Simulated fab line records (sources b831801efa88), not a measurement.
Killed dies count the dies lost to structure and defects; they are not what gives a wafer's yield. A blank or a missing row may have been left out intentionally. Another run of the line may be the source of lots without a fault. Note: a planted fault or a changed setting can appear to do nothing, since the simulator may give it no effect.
Which tool did it? || flow sky130 || 13 lots, 39 wafers sampled, at 3 steps of a route of 708

WHAT THE GAUGES SHOWED, per wafer
SKY_METAL1_THK_MEAS_06: measures by xrf.
{"lot": "L735", "measured": "day 31 14:12", "on": "film-metro-03", "METAL1_ALCU_THK (nm)": "247 248 256"}
{"lot": "L737", "measured": "day 32 00:38", "on": "film-metro-03", "METAL1_ALCU_THK (nm)": "255 251 253"}
{"lot": "L740", "measured": "day 32 21:49", "on": "film-metro-03", "METAL1_ALCU_THK (nm)": "251 252 253"}
{"lot": "L741", "measured": "day 33 05:57", "on": "film-metro-02", "METAL1_ALCU_THK (nm)": "245 245 245"}
{"lot": "L742", "measured": "day 34 05:32", "on": "film-metro-03", "METAL1_ALCU_THK (nm)": "254 256 255"}
{"lot": "L744", "measured": "day 34 13:11", "on": "film-metro-02", "METAL1_ALCU_THK (nm)": "251 243 246"}
{"lot": "L750", "measured": "day 36 19:36", "on": "film-metro-03", "METAL1_ALCU_THK (nm)": "256 258 250"}
{"lot": "L753", "measured": "day 36 22:19", "on": "film-metro-02", "METAL1_ALCU_THK (nm)": "249 249 250"}
{"lot": "L754", "measured": "day 37 07:44", "on": "film-metro-04", "METAL1_ALCU_THK (nm)": "245 251 249"}
{"lot": "L755", "measured": "day 37 13:35", "on": "film-metro-03", "METAL1_ALCU_THK (nm)": "251 248 254"}
{"lot": "L756", "measured": "day 37 23:52", "on": "film-metro-02", "METAL1_ALCU_THK (nm)": "250 250 246"}
{"lot": "L757", "measured": "day 38 10:16", "on": "film-metro-04", "METAL1_ALCU_THK (nm)": "251 252 252"}
{"lot": "L758", "measured": "day 38 14:08", "on": "film-metro-03", "METAL1_ALCU_THK (nm)": "258 252 255"}

SKY_VIA1_RS_MEAS_22: a four-point-probe measurement.
{"lot": "L735", "measured": "day 34 00:21", "on": "film-metro-01", "VIA1_W_RS (ohm/sq)": "0.424 0.425 0.431"}
{"lot": "L737", "measured": "day 34 09:19", "on": "film-metro-04", "VIA1_W_RS (ohm/sq)": "0.432 0.434 0.433"}
{"lot": "L740", "measured": "day 35 06:53", "on": "film-metro-01", "VIA1_W_RS (ohm/sq)": "0.425 0.428 0.424"}
{"lot": "L741", "measured": "day 35 13:55", "on": "film-metro-04", "VIA1_W_RS (ohm/sq)": "0.424 0.430 0.430"}
{"lot": "L742", "measured": "day 36 12:44", "on": "film-metro-01", "VIA1_W_RS (ohm/sq)": "0.430 0.427 0.430"}
{"lot": "L744", "measured": "day 36 19:31", "on": "film-metro-02", "VIA1_W_RS (ohm/sq)": "0.427 0.431 0.428"}
{"lot": "L750", "measured": "day 39 00:28", "on": "film-metro-04", "VIA1_W_RS (ohm/sq)": "0.428 0.426 0.431"}
{"lot": "L753", "measured": "day 39 04:07", "on": "film-metro-02", "VIA1_W_RS (ohm/sq)": "0.430 0.423 0.425"}
{"lot": "L754", "measured": "day 39 12:40", "on": "film-metro-04", "VIA1_W_RS (ohm/sq)": "0.418 0.421 0.422"}
{"lot": "L755", "measured": "day 39 17:52", "on": "film-metro-04", "VIA1_W_RS (ohm/sq)": "0.422 0.428 0.428"}
{"lot": "L756", "measured": "day 40 03:22", "on": "film-metro-02", "VIA1_W_RS (ohm/sq)": "0.425 0.429 0.432"}
{"lot": "L757", "measured": "day 40 13:17", "on": "film-metro-02", "VIA1_W_RS (ohm/sq)": "0.431 0.434 0.431"}
{"lot": "L758", "measured": "day 40 17:51", "on": "film-metro-01", "VIA1_W_RS (ohm/sq)": "0.427 0.426 0.432"}

TOOL THAT RAN EACH LOT (tool first, then ch and the chambers of the sampled wafers, then the start)
{"lot": "L735", "SKY_LDD_LDN_EXPOSE_04": "iline-stepper-01 ch 0, day 21 18:37"}
{"lot": "L737", "SKY_LDD_LDN_EXPOSE_04": "iline-stepper-01 ch 0, day 22 11:41"}
{"lot": "L740", "SKY_LDD_LDN_EXPOSE_04": "iline-stepper-02 ch 0, day 23 08:04"}
{"lot": "L741", "SKY_LDD_LDN_EXPOSE_04": "iline-stepper-01 ch 0, day 23 18:24"}
{"lot": "L742", "SKY_LDD_LDN_EXPOSE_04": "iline-stepper-01 ch 0, day 24 20:07"}
{"lot": "L744", "SKY_LDD_LDN_EXPOSE_04": "iline-stepper-02 ch 0, day 25 05:16"}
{"lot": "L750", "SKY_LDD_LDN_EXPOSE_04": "iline-stepper-01 ch 0, day 27 19:35"}
{"lot": "L753", "SKY_LDD_LDN_EXPOSE_04": "iline-stepper-02 ch 0, day 28 00:57"}
{"lot": "L754", "SKY_LDD_LDN_EXPOSE_04": "iline-stepper-02 ch 0, day 28 08:19"}
{"lot": "L755", "SKY_LDD_LDN_EXPOSE_04": "iline-stepper-01 ch 0, day 28 15:41"}
{"lot": "L756", "SKY_LDD_LDN_EXPOSE_04": "iline-stepper-02 ch 0, day 29 04:41"}
{"lot": "L757", "SKY_LDD_LDN_EXPOSE_04": "iline-stepper-02 ch 0, day 29 12:55"}
{"lot": "L758", "SKY_LDD_LDN_EXPOSE_04": "iline-stepper-01 ch 0, day 29 21:08"}
- SKY_LDD_LDN_EXPOSE_04: exposes mask LDNTM, target cd 700 nm.

AS READ BY THE TOOLS THEMSELVES (means over the sampled wafers that have a number; for cases with no such wafer, the mark the record gives instead)
SKY_LDD_LDN_EXPOSE_04.
{"lot": "L735", "tool": "iline-stepper-01", "stage-vel-mm-s (mm/s)": 500.02}
{"lot": "L737", "tool": "iline-stepper-01", "stage-vel-mm-s (mm/s)": 500.15}
{"lot": "L740", "tool": "iline-stepper-02", "stage-vel-mm-s (mm/s)": 499.71}
{"lot": "L741", "tool": "iline-stepper-01", "stage-vel-mm-s (mm/s)": 499.83}
{"lot": "L742", "tool": "iline-stepper-01", "stage-vel-mm-s (mm/s)": 500.16}
{"lot": "L744", "tool": "iline-stepper-02", "stage-vel-mm-s (mm/s)": 500.03}
{"lot": "L750", "tool": "iline-stepper-01", "stage-vel-mm-s (mm/s)": 500.05}
{"lot": "L753", "tool": "iline-stepper-02", "stage-vel-mm-s (mm/s)": 499.87}
{"lot": "L754", "tool": "iline-stepper-02", "stage-vel-mm-s (mm/s)": 499.78}
{"lot": "L755", "tool": "iline-stepper-01", "stage-vel-mm-s (mm/s)": 500.15}
{"lot": "L756", "tool": "iline-stepper-02", "stage-vel-mm-s (mm/s)": 499.90}
{"lot": "L757", "tool": "iline-stepper-02", "stage-vel-mm-s (mm/s)": 500.43}
{"lot": "L758", "tool": "iline-stepper-01", "stage-vel-mm-s (mm/s)": 500.17}

THE ANSWER, worked out from the rows above alone
Rule: usual is defined by the lots themselves. Put in order of their means at a reading, lots are off if they are a third of the lots or fewer, leave a main group of 4 or more, and stand apart from it by a gap of 3 or more times the standard deviation of the main group's means; of several such gaps the widest counts. A main group is skipped when, at the precision printed for the reading in the tables above, its means are all equal. Also off: a lot with no number at a reading for which 4 or more lots have one. Any other lot the step has rows for is counted as sound. After the gauges, taken in route order, come the tools' own readings; for these a lot's mean is taken, as printed above. The first step at which some lot is off is used, and at that step the reading that is off furthest; a lot without a number counts as furthest.
Across all readings shown, no lot is off: no conclusion can be drawn from this.

WHAT HAD BEEN PUT IN BY THE SIMULATOR
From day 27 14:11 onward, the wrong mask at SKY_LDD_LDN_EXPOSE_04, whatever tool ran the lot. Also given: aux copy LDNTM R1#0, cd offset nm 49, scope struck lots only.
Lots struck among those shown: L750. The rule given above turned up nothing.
